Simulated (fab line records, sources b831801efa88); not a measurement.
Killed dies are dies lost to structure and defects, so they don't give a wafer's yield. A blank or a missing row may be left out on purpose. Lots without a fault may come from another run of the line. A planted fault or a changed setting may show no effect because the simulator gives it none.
Which tool did it? | flow gf180mcu | 13 lots, 39 wafers sampled, at 2 steps of a route of 602

WHAT THE GAUGES READ, wafer by wafer
GF_V3_BOW_MEAS_05. Usual: V3_BOW 117 um, standard deviation 7.7.
lot  | measured     | on            | V3_BOW (um) | flag
L227 | day 21 16:21 | film_metro-02 | 116 124 118 |
L229 | day 22 14:35 | film_metro-03 | 126 121 120 |
L231 | day 23 02:02 | film_metro-01 | 116 119 141 |
L232 | day 23 03:45 | film_metro-02 | 114 110 118 |
L233 | day 23 18:24 | film_metro-03 | 115 113 109 |
L240 | day 25 23:16 | film_metro-03 | 111 125 102 |
L241 | day 26 08:00 | film_metro-02 | 128 115 124 |
L242 | day 26 14:10 | film_metro-02 | 125 120 117 |
L243 | day 26 18:01 | film_metro-03 | 118 115 108 |
L244 | day 27 04:23 | film_metro-01 | 118 135 121 |
L246 | day 27 17:42 | film_metro-03 | 112 115 113 |
L247 | day 27 22:58 | film_metro-02 | 110 101 106 |
L250 | day 28 23:18 | film_metro-02 | 130 122 127 |

WHICH TOOL RAN EACH LOT (tool, then ch and the chambers of the sampled wafers, then the start)
lot  | GF_M3_SPUTTER_02
L227 | pvd_sputter-04, day 20 14:05
L229 | pvd_sputter-04, day 21 13:21
L231 | pvd_sputter-01, day 22 01:38
L232 | pvd_sputter-01, day 22 03:39
L233 | pvd_sputter-04, day 22 18:05
L240 | pvd_sputter-01, day 25 00:38
L241 | pvd_sputter-04, day 25 09:16
L242 | pvd_sputter-01, day 25 15:44
L243 | pvd_sputter-04, day 25 19:26
L244 | pvd_sputter-01, day 26 06:14
L246 | pvd_sputter-01, day 26 20:32
L247 | pvd_sputter-03, day 27 01:53
L250 | pvd_sputter-03, day 28 01:39
- GF_M3_SPUTTER_02: material AlCu, target thk 450 nm, time 23.9 s.

WHAT THE TOOLS THEMSELVES READ (means of the sampled wafers that have a number; where no wafer has one, the mark that the record gives instead)
GF_M3_SPUTTER_02. Usual: throttle_valve_pct 30.1 %, standard deviation 0.67.
lot  | tool           | throttle_valve_pct (%) | flag
L227 | pvd_sputter-04 | 30.2                   |
L229 | pvd_sputter-04 | 30.5                   |
L231 | pvd_sputter-01 | 30.0                   |
L232 | pvd_sputter-01 | 29.8                   |
L233 | pvd_sputter-04 | 30.1                   |
L240 | pvd_sputter-01 | 29.9                   |
L241 | pvd_sputter-04 | 30.6                   |
L242 | pvd_sputter-01 | 29.9                   |
L243 | pvd_sputter-04 | 30.3                   |
L244 | pvd_sputter-01 | 29.6                   |
L246 | pvd_sputter-01 | 29.9                   |
L247 | pvd_sputter-03 | 30.6                   |
L250 | pvd_sputter-03 | 30.6                   |

THE ANSWER, worked out from the rows above alone
Rule: a lot is off if the mean of its wafers that have a number lies more than 3 standard deviations from the usual mean. A lot without any number at a reading at which 4 lots or more have one is off too. The other lots that the step has rows for count as sound. The gauges are gone through in route order, then the tools' own readings, and for those a lot's mean is taken as printed above. The first step at which some lot is off is used, and at that step the reading that is off furthest; a lot without a number counts as furthest.
No lot is off at any reading shown: from this, nothing can be told.

WHAT THE SIMULATOR HAD PUT IN
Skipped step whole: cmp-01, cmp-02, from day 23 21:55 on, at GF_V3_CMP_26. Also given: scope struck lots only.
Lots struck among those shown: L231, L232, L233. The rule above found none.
